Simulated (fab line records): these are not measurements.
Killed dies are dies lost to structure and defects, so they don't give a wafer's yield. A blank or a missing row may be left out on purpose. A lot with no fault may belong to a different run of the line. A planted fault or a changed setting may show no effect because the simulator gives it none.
fab line records	flow sfq_line
[record] lots = 6	wafers = 18	last_day = 82
route steps=325 shown L0@5 L0V@16
lots that met no fault: from a run of the same line without faults
start_h: start of the lot's first displayed wafer, in hours after the record's first day	wait_h: time in hours since the lot's previous step	" same as the row above	L1.1+2: a row that stands for several wafers	- value missing, or start not given	* or withheld: withheld	< > ~ a bound
route shown NAME@n: names a module that has steps shown in the file, with the first one's number in the route	usual: mean/standard deviation of fault-free wafers	same: alike in all rows	chamber/n: place in a boat	sites: the reading at each site	_std_site: their standard deviation	_edge_site: outer sites' mean less inner sites'	radius_mm: for every site, how far away it sits from the centre of the wafer	mask NAME#n: copy n	behind: the last tool/chamber to shape the wafer	hold: reason for holding the lot/hours on hold/outcome of the hold	device: names the non-switching transistor (n, p or np)	end of line: at the end of the route, the tests of the same wafers	a step given without rows: its recipe and nothing more	killed: dies that structure and defects cost at the first sort, which is not the same as the wafer's yield	map: a wafer's dies, marking killed ones x, the rest . and places with no die _
set.NAME: the run value of the setting; set.NAME@STEP: its run value at that earlier step	model.NAME: the simulator's own value behind a step, which no gauge read
lots at selected steps of the route; one table per step, one row per wafer
services: from which hour (start_h, from the record's first day; less than 0 if before it) a tool's chamber was out of use, for how many hours, and why
[[steps]]
[step SFQ_L0_THK_MEAS_902]
[recipe] thk_meas_gauge = xrf	reads = MoNx_KI_of_TRILAYER_L0_DEP_SPUTTER_003
[usual] L0_MONX_KI_THK = 39.7/0.48
lot.wafer	tool	chamber	start_h	wait_h	L0_MONX_KI_THK[nm]
L575.1	film_metro-04	-	17.68	0.1	39.8
L575.3	"	-	"	"	39.9
L575.4	"	-	"	"	39.7
L578.2	film_metro-02	-	32.69	0.1	39.2
L578.3	"	-	"	"	39.5
L578.5	"	-	"	"	39.3
L585.1	film_metro-02	-	67.68	0.1	39.4
L585.4	"	-	"	"	39.4
L585.5	"	-	"	"	39.1
L587.2	film_metro-04	-	77.69	0.1	40.5
L587.3	"	-	"	"	39.7
L587.4	"	-	"	"	40.9
L589.1	film_metro-04	-	87.68	0.1	39.3
L589.2	"	-	"	"	38.8
L589.5	"	-	"	"	39.2
L593.2	film_metro-01	-	107.69	0.1	39.9
L593.4	"	-	"	"	40.4
L593.5	"	-	"	"	39.9
[step SFQ_TRILAYER_L0_LITHO_COAT_010]
[recipe] resist = BARC	spin_rpm = 3000	resist_thk_nm = 62
[step SFQ_TRILAYER_L0_LITHO_COAT_005]
[recipe] resist = KrF	spin_rpm = 3000	resist_thk_nm = 600
[step SFQ_TRILAYER_L0_LITHO_SOFTBAKE_009]
[recipe] temp_c = withheld	time_s = withheld	resist = KrF
[step SFQ_TRILAYER_L0_LITHO_EXPOSE_006]
[recipe] mask_id = L0	na = 0.6	source_shape = conventional	sigma_outer = 0.65	target_cd_nm = 2000	dose_mj = 14.4
[step SFQ_TRILAYER_L0_LITHO_PEB_008]
[recipe] peb_temp_c = 115	peb_time_s = 60	resist = KrF
[step SFQ_TRILAYER_L0_LITHO_DEVELOP_007]
[recipe] time_s = 60	resist = KrF
[step SFQ_TRILAYER_L0_BARC_OPEN_METAL_ETCH_010]
[recipe] mask_material = PR	chemistry = O2	target_depth_nm = 125	target = BARC	icp_w = 600	bias_w = 80	pressure_mtorr = 10	time_s = 41.7
[usual] drypump_motor_current_A = 5.6/0.51	he_backside_leak_sccm = 3.53/0.26	oes_product_au = 0.685/0.005
lot.wafer	tool	chamber	start_h	wait_h	drypump_motor_current_A	he_backside_leak_sccm	oes_product_au	rf_hours_counter_h
L575.1	rie_metal-01	1	89.41	0.1	5.7	3.48	0.685	1
L575.3	"	0	"	"	5.3	3.42	0.687	-
L575.4	"	1	"	"	5.6	3.61	0.692	-
L578.2	rie_metal-03	0	102.61	0.1	5.9	3.69	0.686	196
L578.3	"	1	"	"	5.0	3.89	0.690	-
L578.5	"	0	"	"	5.9	3.68	0.687	-
L585.1	rie_metal-03	1	135.53	0.1	5.0	3.31	0.682	83
L585.4	"	0	"	"	5.9	3.82	0.686	-
L585.5	"	0	"	"	5.9	4.05	0.696	-
L587.2	rie_metal-01	0	148.66	0.1	5.3	3.23	0.680	35
L587.3	"	1	"	"	5.7	3.43	0.685	-
L587.4	"	0	"	"	5.3	3.31	0.683	-
L589.1	rie_metal-03	1	161.86	0.1	5.0	3.73	0.695	89
L589.2	"	1	"	"	5.0	3.42	0.677	-
L589.5	"	1	"	"	5.0	3.56	0.679	-
L593.2	rie_metal-02	0	186.73	0.1	6.6	3.48	0.682	95
L593.4	"	1	"	"	6.0	3.88	0.677	-
L593.5	"	0	"	"	6.6	3.44	0.688	-
[step SFQ_TRILAYER_L0_ETCH_METAL_ETCH_008]
[recipe] target = MoNx_KI	stop_on = SiO2	mask_material = PR	chemistry = SF6/O2	target_depth_nm = 50	icp_w = 600	bias_w = 80	pressure_mtorr = 10	time_s = 25
[usual] drypump_motor_current_A = 5.6/0.51	he_backside_leak_sccm = 3.53/0.22	oes_product_au = 0.874/0.0072
lot.wafer	tool	chamber	start_h	wait_h	drypump_motor_current_A	he_backside_leak_sccm	oes_product_au	rf_hours_counter_h
L575.1	rie_metal-01	1	89.47	0.0	5.7	3.61	0.876	1
L575.3	"	0	"	"	5.3	3.71	0.877	-
L575.4	"	1	"	"	5.7	3.62	0.872	-
L578.2	rie_metal-03	0	102.67	0.0	5.9	3.66	0.871	196
L578.3	"	1	"	"	5.0	3.62	0.869	-
L578.5	"	0	"	"	5.9	3.69	0.870	-
L585.1	rie_metal-03	1	135.59	0.0	5.0	3.43	0.870	83
L585.4	"	0	"	"	6.0	3.77	0.870	-
L585.5	"	0	"	"	6.0	3.70	0.864	-
L587.2	rie_metal-01	0	148.72	0.0	5.3	3.26	0.887	35
L587.3	"	1	"	"	5.7	3.40	0.874	-
L587.4	"	0	"	"	5.3	3.08	0.884	-
L589.1	rie_metal-03	1	161.98	0.1	5.0	3.42	0.861	89
L589.2	"	1	"	"	5.0	3.77	0.866	-
L589.5	"	1	"	"	5.0	3.71	0.866	-
L593.2	rie_metal-02	0	186.79	0.0	6.6	3.32	0.872	95
L593.4	"	1	"	"	6.0	3.92	0.869	-
L593.5	"	0	"	"	6.6	3.24	0.882	-
[step SFQ_TRILAYER_L0_STRIP_STRIP_009]
[recipe] gas = O2	power_w = 200	platen_temp_c = 40	overash_fraction = 0.65	chemistry = O2	pressure_mtorr = 50
[usual] drypump_motor_current_A = 5.6/0.51	he_backside_leak_sccm = 3.6/0.4	oes_product_au = 1.001/0.0072
lot.wafer	tool	chamber	start_h	wait_h	drypump_motor_current_A	he_backside_leak_sccm	oes_product_au	rf_hours_counter_h
L575.1	rie_metal-01	1	89.51	0.0	5.6	3.6	0.997	1
L575.3	"	0	"	"	5.3	3.1	1.009	-
L575.4	"	1	"	"	5.7	3.5	1.000	-
L578.2	rie_metal-03	0	102.71	0.0	5.9	3.8	1.004	196
L578.3	"	1	"	"	5.0	3.8	0.998	-
L578.5	"	0	"	"	5.9	3.8	0.999	-
L585.1	rie_metal-03	1	135.64	0.0	5.0	3.7	1.002	83
L585.4	"	0	"	"	6.0	3.8	1.008	-
L585.5	"	0	"	"	6.0	3.6	1.004	-
L587.2	rie_metal-01	0	148.76	0.0	5.3	3.3	0.998	35
L587.3	"	1	"	"	5.7	3.5	0.996	-
L587.4	"	0	"	"	5.3	3.3	1.005	-
L589.1	rie_metal-03	1	162.07	0.1	5.0	3.6	0.996	90
L589.2	"	1	"	"	5.0	3.4	1.002	-
L589.5	"	1	"	"	5.0	3.7	0.991	-
L593.2	rie_metal-02	0	186.84	0.0	6.6	3.3	0.995	95
L593.4	"	1	"	"	5.9	3.9	0.992	-
L593.5	"	0	"	"	6.6	3.3	1.003	-
[step SFQ_TRILAYER_L0_STRIP_SOLV_CLEAN_010]
[recipe] chemistry = NMP	temp_c = 70	time_s = 600
[step SFQ_TRILAYER_L0_CAP_PECVD_011]
[recipe] material = SiO2	temp_c = 150	time_s = 13.333	pressure_torr = 2.4	rf_w = 183.3	precursor = SiH4/N2O	target_thk_nm = 60
[usual] heater_power_w = 81/16	throttle_valve_pct = 25.7/1.2
lot.wafer	tool	chamber	start_h	wait_h	heater_power_w	throttle_valve_pct
L575.1	pecvd-01	2	90.29	0.0	56	26.5
L575.3	"	1	"	"	74	23.9
L575.4	"	1	"	"	75	23.8
L578.2	pecvd-02	1	103.49	0.0	49	27.1
L578.3	"	0	"	"	79	24.9
L578.5	"	2	"	"	84	25.8
L585.1	pecvd-03	0	136.41	0.0	96	25.4
L585.4	"	0	"	"	100	26.0
L585.5	"	1	"	"	80	24.5
L587.2	pecvd-03	0	149.54	0.0	88	25.8
L587.3	"	2	"	"	94	25.3
L587.4	"	0	"	"	93	26.0
L589.1	pecvd-03	1	163.45	0.0	80	24.4
L589.2	"	2	"	"	76	25.2
L589.5	"	1	"	"	81	24.6
L593.2	pecvd-02	0	187.61	0.0	80	25.0
L593.4	"	1	"	"	54	27.2
L593.5	"	2	"	"	74	26.0
[step SFQ_TRILAYER_L0_VIA_LITHO_COAT_018]
[recipe] resist = BARC	spin_rpm = 3000	resist_thk_nm = 62
lot.wafer	tool	chamber	start_h	wait_h	model.BARC_of_TRILAYER_L0_VIA_LITHO_COAT_018.thk_nm
L575.1	litho_track-03	0	90.31	0.0	62.05
L575.3	"	0	"	"	61.88
L575.4	"	0	"	"	61.99
L578.2	litho_track-02	0	103.56	0.1	61.62
L578.3	"	0	"	"	61.61
L578.5	"	0	"	"	61.56
L585.1	litho_track-03	0	136.43	0.0	66.33
L585.4	"	0	"	"	66.48
L585.5	"	0	"	"	66.45
L587.2	litho_track-03	0	149.61	0.1	66.24
L587.3	"	0	"	"	66.42
L587.4	"	0	"	"	66.29
L589.1	litho_track-02	0	163.47	0.0	62.17
L589.2	"	0	"	"	62.12
L589.5	"	0	"	"	62.14
L593.2	litho_track-04	0	187.69	0.1	61.77
L593.4	"	0	"	"	61.75
L593.5	"	0	"	"	61.74
[step SFQ_TRILAYER_L0_VIA_LITHO_COAT_013]
[recipe] resist = KrF	spin_rpm = 3000	resist_thk_nm = 650
[step SFQ_TRILAYER_L0_VIA_LITHO_SOFTBAKE_017]
[recipe] temp_c = withheld	time_s = withheld	resist = KrF
[step SFQ_TRILAYER_L0_VIA_LITHO_EXPOSE_014]
[recipe] mask_id = L0V	na = 0.6	source_shape = conventional	sigma_outer = 0.65	target_cd_nm = 700	dose_mj = 21.3
[step SFQ_TRILAYER_L0_VIA_LITHO_PEB_016]
[recipe] peb_temp_c = 115	peb_time_s = 60	resist = KrF
[step SFQ_TRILAYER_L0_VIA_LITHO_DEVELOP_015]
[recipe] time_s = 60	resist = KrF
[step SFQ_L0V_OVL_MEAS_903]
[usual] L0V_OVL = 0/4.6
lot.wafer	tool	chamber	start_h	wait_h	L0V_OVL[nm]
L575.1	overlay-02	-	166.78	0.1	-4
L575.3	"	-	"	"	-3
L575.4	"	-	"	"	-9
L578.2	overlay-01	-	180.74	0.1	4
L578.3	"	-	"	"	5
L578.5	"	-	"	"	5
L585.1	overlay-01	-	215.53	0.1	0
L585.4	"	-	"	"	-5
L585.5	"	-	"	"	1
L587.2	overlay-01	-	232.31	0.1	-4
L587.3	"	-	"	"	-4
L587.4	"	-	"	"	-2
L589.1	overlay-01	-	244.31	0.1	-9
L589.2	"	-	"	"	-6
L589.5	"	-	"	"	-7
L593.2	overlay-02	-	277.49	0.1	0
L593.4	"	-	"	"	6
L593.5	"	-	"	"	2
[step SFQ_TRILAYER_L0_VIA_BARC_OPEN_VIA_ETCH_021]
[recipe] mask_material = PR	chemistry = O2	target_depth_nm = 125	target = BARC	source_w = 500	bias_w = 80	pressure_mtorr = 30	time_s = 41.7
[usual] drypump_motor_current_A = 5.6/0.44	oes_product_au = 0.685/0.0046
lot.wafer	tool	chamber	start_h	wait_h	drypump_motor_current_A	oes_product_au	rf_hours_counter_h	model.etch.depth_nm
L575.1	rie_diel-01	1	166.82	0.0	5.8	0.687	3	62.05
L575.3	"	3	"	"	5.1	0.683	83	61.88
L575.4	"	0	"	"	5.8	0.693	5	61.99
L578.2	rie_diel-04	0	180.77	0.0	6.1	0.676	12	61.62
L578.3	"	3	"	"	5.6	0.688	3	61.61
L578.5	"	2	"	"	5.5	0.688	-	61.56
L585.1	rie_diel-02	2	215.57	0.0	5.6	0.706	4	66.33
L585.4	"	1	"	"	5.1	0.709	119	66.48
L585.5	"	3	"	"	5.3	0.710	-	66.45
L587.2	rie_diel-02	3	232.34	0.0	5.3	0.707	8	66.24
L587.3	"	1	"	"	5.1	0.707	119	66.42
L587.4	"	0	"	"	6.4	0.702	10	66.29
L589.1	rie_diel-02	1	244.34	0.0	5.2	0.694	119	62.17
L589.2	"	0	"	"	6.3	0.685	10	62.12
L589.5	"	3	"	"	5.3	0.693	-	62.14
L593.2	rie_diel-02	0	277.52	0.0	6.4	0.684	11	61.77
L593.4	"	1	"	"	5.1	0.683	120	61.75
L593.5	"	1	"	"	5.1	0.686	-	61.74
[step SFQ_TRILAYER_L0_VIA_ETCH_VIA_ETCH_016]
[recipe] target = SiO2	stop_on = MoNx_KI	mask_material = PR	chemistry = CHF3	target_depth_nm = 80	source_w = 500	bias_w = 80	pressure_mtorr = 30	time_s = withheld
[usual] drypump_motor_current_A = 5.6/0.44	oes_product_au = 0.843/0.0071
lot.wafer	tool	chamber	start_h	wait_h	drypump_motor_current_A	oes_product_au
L575.1	rie_diel-01	1	166.86	0.0	5.8	0.838
L575.3	"	3	"	"	5.1	0.846
L575.4	"	0	"	"	5.8	0.849
L578.2	rie_diel-04	0	180.81	0.0	6.1	0.852
L578.3	"	3	"	"	5.6	0.833
L578.5	"	2	"	"	5.6	0.852
L585.1	rie_diel-02	2	215.61	0.0	5.6	0.845
L585.4	"	1	"	"	5.1	0.855
L585.5	"	3	"	"	5.3	0.836
L587.2	rie_diel-02	3	232.38	0.0	5.3	0.837
L587.3	"	1	"	"	5.1	0.841
L587.4	"	0	"	"	6.4	0.852
L589.1	rie_diel-02	1	244.38	0.0	5.1	0.839
L589.2	"	0	"	"	6.3	0.844
L589.5	"	3	"	"	5.3	0.847
L593.2	rie_diel-02	0	277.56	0.0	6.4	0.845
L593.4	"	1	"	"	5.1	0.844
L593.5	"	1	"	"	5.1	0.851
[[services]]
tool	chamber	start_h	hours	kind
rie_metal-01	1	66.90	-	clean
rie_metal-01	1	66.90	-	consumable_replace:focus_ring
rie_metal-01	1	66.90	17.1	scheduled_down
rie_metal-01	1	66.90	17.1	vent_cycle
rie_metal-02	-	73.26	2.8	pm
rie_diel-01	2	111.75	12.3	repair
rie_metal-03	0	147.71	-	clean
rie_metal-03	0	147.71	14.8	scheduled_down
rie_metal-03	0	147.71	14.8	vent_cycle
pecvd-01	0	149.08	3.8	repair
pecvd-03	2	172.83	6.0	repair
pecvd-02	1	181.03	5.4	repair
pecvd-02	-	194.25	14.0	pm
rie_metal-02	-	198.75	21.4	repair
rie_metal-02	-	199.00	1.1	repair
rie_metal-01	-	201.08	2.8	pm
rie_diel-02	-	202.08	3.0	repair
rie_diel-02	0	202.66	5.5	repair
rie_diel-04	2	206.22	7.1	repair
pecvd-01	0	224.12	6.2	repair
pecvd-02	-	235.74	2.8	pm
rie_metal-03	-	239.28	28.1	pm
rie_metal-02	1	240.21	-	clean
pecvd-01	-	254.23	0.9	repair
[[key]]
[first_sign] step = SFQ_TRILAYER_L0_VIA_BARC_OPEN_VIA_ETCH_021	reading = oes_product_au	direction = up	sigmas = 4.6	usual = 0.685	struck = 0.707
effect none on later readings
[model_effect] step = SFQ_TRILAYER_L0_VIA_LITHO_COAT_018	value = BARC_of_TRILAYER_L0_VIA_LITHO_COAT_018.thk_nm	without = 61.97	struck = 66.37
[model_effect] step = SFQ_TRILAYER_L0_VIA_BARC_OPEN_VIA_ETCH_021	value = etch.depth_nm	without = 61.97	struck = 66.37
met_at SFQ_TRILAYER_L0_VIA_LITHO_COAT_018
struck_wafers L585.1,L585.4,L585.5,L587.2,L587.3,L587.4
onset_between 90.31 136.43
[fault] kind = process_parameter_drift	tool = litho_track-03	chamber = -	onset_h = 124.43	steps = SFQ_TRILAYER_L0_VIA_LITHO_COAT_018	channel = resist_thk_nm	offset = 4.4035	shape = step	end_h = 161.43	acts_in = these_recipes_only	stated = 62
